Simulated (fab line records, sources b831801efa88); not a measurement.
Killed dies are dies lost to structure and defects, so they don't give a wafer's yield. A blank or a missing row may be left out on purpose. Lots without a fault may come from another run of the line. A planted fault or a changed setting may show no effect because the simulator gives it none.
Which tool did it? | flow sky130 | 13 lots, 39 wafers sampled, at 2 steps of a route of 708

WHAT THE GAUGES READ, wafer by wafer
SKY_FIELD_ISO_BOW_MEAS_00.
lot  | measured    | on            | INCOMING_BOW (um)
L851 | day 1 10:02 | film_metro-04 | -5 8 0
L852 | day 1 15:00 | film_metro-02 | 4 7 5
L857 | day 2 16:02 | film_metro-01 | 1 -7 13
L859 | day 3 02:01 | film_metro-04 | -15 1 -3
L865 | day 4 08:01 | film_metro-04 | 9 15 -4
L866 | day 4 13:01 | film_metro-04 | -6 8 -9
L868 | day 4 23:01 | film_metro-02 | -7 -5 5
L869 | day 5 04:01 | film_metro-02 | -4 -4 3
L870 | day 5 09:01 | film_metro-01 | -5 -1 -1
L871 | day 5 14:01 | film_metro-01 | 5 -14 4
L872 | day 5 19:01 | film_metro-01 | -8 -2 -3
L873 | day 6 00:04 | film_metro-04 | 3 -3 0
L874 | day 6 05:00 | film_metro-01 | 7 5 -1

SKY_DNWELL_TW_MEAS_09.
lot  | measured    | on            | DNWELL_TW
L851 | day 3 12:41 | film_metro-02 | 1136 1129 1136
L852 | day 3 19:35 | film_metro-02 | 1122 1125 1119
L857 | day 4 21:12 | film_metro-02 | 1119 1123 1122
L859 | day 5 00:04 | film_metro-03 | 1111 1111 1113
L865 | day 6 05:37 | film_metro-03 | 1109 1111 1116
L866 | day 6 11:14 | film_metro-02 | 1133 1129 1125
L868 | day 6 23:28 | film_metro-02 | 1125 1127 1125
L869 | day 7 05:07 | film_metro-02 | 1129 1119 1125
L870 | day 7 08:56 | film_metro-01 | 1102 1101 1110
L871 | day 7 20:10 | film_metro-01 | 1103 1108 1103
L872 | day 8 01:17 | film_metro-01 | 1100 1100 1101
L873 | day 8 05:50 | film_metro-01 | 1102 1105 1103
L874 | day 8 10:28 | film_metro-02 | 1112 1107 1114

WHICH TOOL RAN EACH LOT (tool, then ch and the chambers of the sampled wafers, then the start)
The record holds no process step before these readings.

WHAT THE TOOLS THEMSELVES READ (means of the sampled wafers that have a number; where no wafer has one, the mark that the record gives instead)
The record holds no such reading with a usual standard deviation.

THE ANSWER, worked out from the rows above alone
Rule: what is usual is taken from the lots themselves. Put in order of their means at a reading, lots are off if they are a third of the lots or fewer, leave a main group of 4 or more, and stand apart from it by a gap of 3 or more times the standard deviation of the main group's means; of several such gaps the widest counts. A main group whose means are all the same, to the digits that the tables above print for the reading, isn't used. A lot without any number at a reading at which 4 lots or more have one is off too. The other lots that the step has rows for count as sound. The gauges are gone through in route order, then the tools' own readings, and for those a lot's mean is taken as printed above. The first step at which some lot is off is used, and at that step the reading that is off furthest; a lot without a number counts as furthest.
No lot is off at any reading shown: from this, nothing can be told.

WHAT THE SIMULATOR HAD PUT IN
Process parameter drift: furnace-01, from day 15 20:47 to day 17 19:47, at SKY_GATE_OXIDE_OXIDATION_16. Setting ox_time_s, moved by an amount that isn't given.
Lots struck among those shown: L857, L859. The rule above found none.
